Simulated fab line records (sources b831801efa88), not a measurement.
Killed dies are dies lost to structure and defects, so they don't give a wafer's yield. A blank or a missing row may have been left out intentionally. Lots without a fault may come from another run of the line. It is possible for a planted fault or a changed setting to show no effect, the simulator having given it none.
What tool caused it? + flow sky130 + 39 wafers from 13 lots sampled at 5 of the route's 708 steps

== WHAT EACH GAUGE READ, for each wafer ==
SKY_VT_ADJUST_HVTP_TW_MEAS_11.
| lot  | measured     | on            | VT_ADJUST_HVTP_TW |
|------|--------------|---------------|-------------------|
| L876 | day 6 08:00  | film metro-04 | 1371 1362 1373    |
| L877 | day 6 14:37  | film metro-04 | 1368 1374 1372    |
| L880 | day 7 05:32  | film metro-01 | 1343 1334 1335    |
| L881 | day 7 13:10  | film metro-01 | 1344 1337 1344    |
| L882 | day 7 16:37  | film metro-04 | 1366 1365 1366    |
| L883 | day 8 00:11  | film metro-04 | 1371 1359 1363    |
| L884 | day 8 04:31  | film metro-03 | 1365 1359 1366    |
| L885 | day 8 12:16  | film metro-01 | 1352 1346 1340    |
| L886 | day 8 20:05  | film metro-03 | 1367 1363 1364    |
| L891 | day 10 03:49 | film metro-04 | 31 30 30          |
| L897 | day 11 15:58 | film metro-01 | 1337 1330 1327    |
| L898 | day 11 22:53 | film metro-04 | 1370 1367 1371    |
| L899 | day 12 06:04 | film metro-01 | 1350 1344 1344    |

SKY_SPACER_THK_MEAS_01.
| lot  | measured     | on            | SPACER_CVD_00_THK (nm) |
|------|--------------|---------------|------------------------|
| L876 | day 23 07:07 | film metro-01 | 43.0 43.1 42.9         |
| L877 | day 23 16:05 | film metro-04 | 43.7 43.3 43.7         |
| L880 | day 24 13:11 | film metro-01 | 42.9 43.2 43.0         |
| L881 | day 25 01:03 | film metro-04 | 42.4 42.5 42.5         |
| L882 | day 25 02:51 | film metro-02 | 43.6 43.4 43.8         |
| L883 | day 25 16:05 | film metro-04 | 42.9 43.0 43.1         |
| L884 | day 25 18:39 | film metro-01 | 43.4 43.9 43.6         |
| L885 | day 26 06:48 | film metro-04 | 43.0 43.5 43.1         |
| L886 | day 26 23:43 | film metro-02 | 43.4 43.4 43.1         |
| L891 | day 28 09:43 | film metro-04 | 42.8 43.2 42.9         |
| L897 | day 30 01:25 | film metro-04 | 42.8 42.6 42.8         |
| L898 | day 30 15:07 | film metro-02 | 42.2 42.6 42.1         |
| L899 | day 30 22:06 | film metro-02 | 42.8 42.6 42.8         |

SKY_SD_P_TW_MEAS_11.
| lot  | measured     | on            | SD_P_TW        |
|------|--------------|---------------|----------------|
| L876 | day 25 19:40 | film metro-04 | 2860 2868 2863 |
| L877 | day 26 04:28 | film metro-03 | 2839 2830 2838 |
| L880 | day 27 01:35 | film metro-04 | 2856 2833 2844 |
| L881 | day 27 11:28 | film metro-03 | 2830 2830 2824 |
| L882 | day 27 12:32 | film metro-03 | 2812 2814 2814 |
| L883 | day 28 02:40 | film metro-04 | 2863 2842 2846 |
| L884 | day 28 05:16 | film metro-01 | 2808 2803 2806 |
| L885 | day 28 17:16 | film metro-01 | 2812 2811 2802 |
| L886 | day 29 09:52 | film metro-03 | 2822 2817 2829 |
| L891 | day 30 18:43 | film metro-04 | 2856 2859 2852 |
| L897 | day 32 09:16 | film metro-04 | 2840 2856 2844 |
| L898 | day 32 20:17 | film metro-04 | 2850 2843 2860 |
| L899 | day 33 03:22 | film metro-01 | 2828 2809 2806 |

== EACH LOT AND THE TOOL THAT RAN IT (in order: tool; ch and the chambers of the sampled wafers; start) ==
| lot  | SKY_NWELL_STRIP_25                   | SKY_VT_ADJUST_HVTP_STRIP_10          |
|------|--------------------------------------|--------------------------------------|
| L876 | plasma asher-03 ch 0,1, day 5 12:35  | plasma asher-01 ch 0,1, day 6 07:54  |
| L877 | plasma asher-04 ch 0,1, day 5 19:17  | plasma asher-04 ch 0, day 6 14:31    |
| L880 | plasma asher-03 ch 0,1, day 6 08:44  | plasma asher-04 ch 0,1, day 7 05:26  |
| L881 | plasma asher-04 ch 0,1, day 6 16:14  | plasma asher-04 ch 1, day 7 13:04    |
| L882 | plasma asher-01 ch 0,1, day 6 19:26  | plasma asher-02 ch 0,1, day 7 16:31  |
| L883 | plasma asher-01 ch 0,1, day 7 03:05  | plasma asher-02 ch 0,1, day 8 00:04  |
| L884 | plasma asher-01 ch 0,1, day 7 07:38  | plasma asher-02 ch 0,1, day 8 04:25  |
| L885 | plasma asher-04 ch 0,1, day 7 15:14  | plasma asher-02 ch 0,1, day 8 12:10  |
| L886 | plasma asher-04 ch 0,1, day 7 22:44  | plasma asher-04 ch 0,1, day 8 19:58  |
| L891 | plasma asher-03 ch 0,1, day 9 04:08  | plasma asher-01 ch 0,1, day 10 03:43 |
| L897 | plasma asher-01 ch 0,1, day 10 15:23 | plasma asher-02 ch 0, day 11 15:52   |
| L898 | plasma asher-01 ch 1, day 10 21:02   | plasma asher-01 ch 0,1, day 11 22:46 |
| L899 | plasma asher-01 ch 0,1, day 11 04:32 | plasma asher-04 ch 0,1, day 12 05:58 |
- SKY_NWELL_STRIP_25: strips in O2/N2.
- SKY_VT_ADJUST_HVTP_STRIP_10: strips in O2/N2.

== WHAT THE TOOLS THEMSELVES READ (means of the sampled wafers that have a number; where no wafer has one, the mark that the record gives instead) ==
SKY_NWELL_STRIP_25.
| lot  | tool            | drypump motor current A (A) | oes product au (a.u.) | strip time to endpoint s (s) |
|------|-----------------|-----------------------------|-----------------------|------------------------------|
| L876 | plasma asher-03 | 5.8                         | 0.722                 | 36.96                        |
| L877 | plasma asher-04 | 5.5                         | 0.719                 | 36.92                        |
| L880 | plasma asher-03 | 5.8                         | 0.719                 | 37.02                        |
| L881 | plasma asher-04 | 5.8                         | 0.723                 | 36.98                        |
| L882 | plasma asher-01 | 6.5                         | 0.722                 | 36.92                        |
| L883 | plasma asher-01 | 6.5                         | 0.723                 | 36.99                        |
| L884 | plasma asher-01 | 6.5                         | 0.724                 | 36.93                        |
| L885 | plasma asher-04 | 5.5                         | 0.717                 | 36.92                        |
| L886 | plasma asher-04 | 5.8                         | 0.725                 | 36.85                        |
| L891 | plasma asher-03 | 5.8                         | 0.959                 | -                            |
| L897 | plasma asher-01 | 6.5                         | 0.724                 | 37.02                        |
| L898 | plasma asher-01 | 6.7                         | 0.721                 | 36.94                        |
| L899 | plasma asher-01 | 6.3                         | 0.721                 | 36.92                        |

SKY_VT_ADJUST_HVTP_STRIP_10.
| lot  | tool            | drypump motor current A (A) | oes product au (a.u.) | strip time to endpoint s (s) |
|------|-----------------|-----------------------------|-----------------------|------------------------------|
| L876 | plasma asher-01 | 6.3                         | 0.713                 | 14.25                        |
| L877 | plasma asher-04 | 6.0                         | 0.718                 | 14.15                        |
| L880 | plasma asher-04 | 5.8                         | 0.715                 | 14.18                        |
| L881 | plasma asher-04 | 5.3                         | 0.715                 | 14.20                        |
| L882 | plasma asher-02 | 5.9                         | 0.712                 | 14.17                        |
| L883 | plasma asher-02 | 6.0                         | 0.714                 | 14.17                        |
| L884 | plasma asher-02 | 6.0                         | 0.716                 | 14.17                        |
| L885 | plasma asher-02 | 5.9                         | 0.714                 | 14.25                        |
| L886 | plasma asher-04 | 5.5                         | 0.712                 | 14.16                        |
| L891 | plasma asher-01 | 6.4                         | 0.720                 | 25.99                        |
| L897 | plasma asher-02 | 5.8                         | 0.718                 | 14.13                        |
| L898 | plasma asher-01 | 6.5                         | 0.717                 | 14.17                        |
| L899 | plasma asher-04 | 5.8                         | 0.718                 | 14.24                        |

== THE ANSWER, worked out from the rows above alone ==
Rule: the usual values come from the lots themselves. The widest of any qualifying gaps counts: lots, ordered by their means at a reading, are off when they make up no more than a third of the lots, leave a main group of 4 or more, and stand apart from it by 3 or more times the standard deviation of that group's means. Not used: any main group whose means are identical at the precision the tables above print for the reading. A lot without any number at a reading at which 4 lots or more have one is off too. The other lots that the step has rows for count as sound. Order of review: gauges by route order, followed by the tools' own readings, for which a lot's mean as printed above is used. At the first step where some lot is off, the reading lying furthest off is the one used; lots without a number count as furthest.
Off: L891, at SKY_VT_ADJUST_HVTP_TW_MEAS_11 (VT_ADJUST_HVTP_TW). For the main group the mean is 1356 and the standard deviation 14.
If a tool, at a process step before that reading, ran all the lots that are off and no sound lot after the first of them, it fits. The gauges at SKY_VT_ADJUST_HVTP_TW_MEAS_11 aren't tried: what is off there is off at SKY_NWELL_STRIP_25 too, on other tools, and a gauge's error can't cause that. One fits: plasma asher-03 at SKY_NWELL_STRIP_25. A fault onset in the window from L880 (day 6 08:44, its last sound lot) to L891 (day 9 04:08, its first lot off) fits.
On the lots that are off, the tool's own readings at SKY_NWELL_STRIP_25 differ by more than 5 times the standard deviation of the sound lots' means, which bears it out; oes product au reads 0.959 a.u. there versus 0.722 a.u. on the sound lots.
Blank at SKY_NWELL_STRIP_25 on the lots that are off, where sound lots have numbers: strip time to endpoint s.

== WHAT HAD BEEN PUT IN BY THE SIMULATOR ==
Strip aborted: plasma asher-03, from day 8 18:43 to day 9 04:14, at SKY_NWELL_STRIP_25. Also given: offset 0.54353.
Shown lots that were struck: L891. This agrees with what the rule above found.
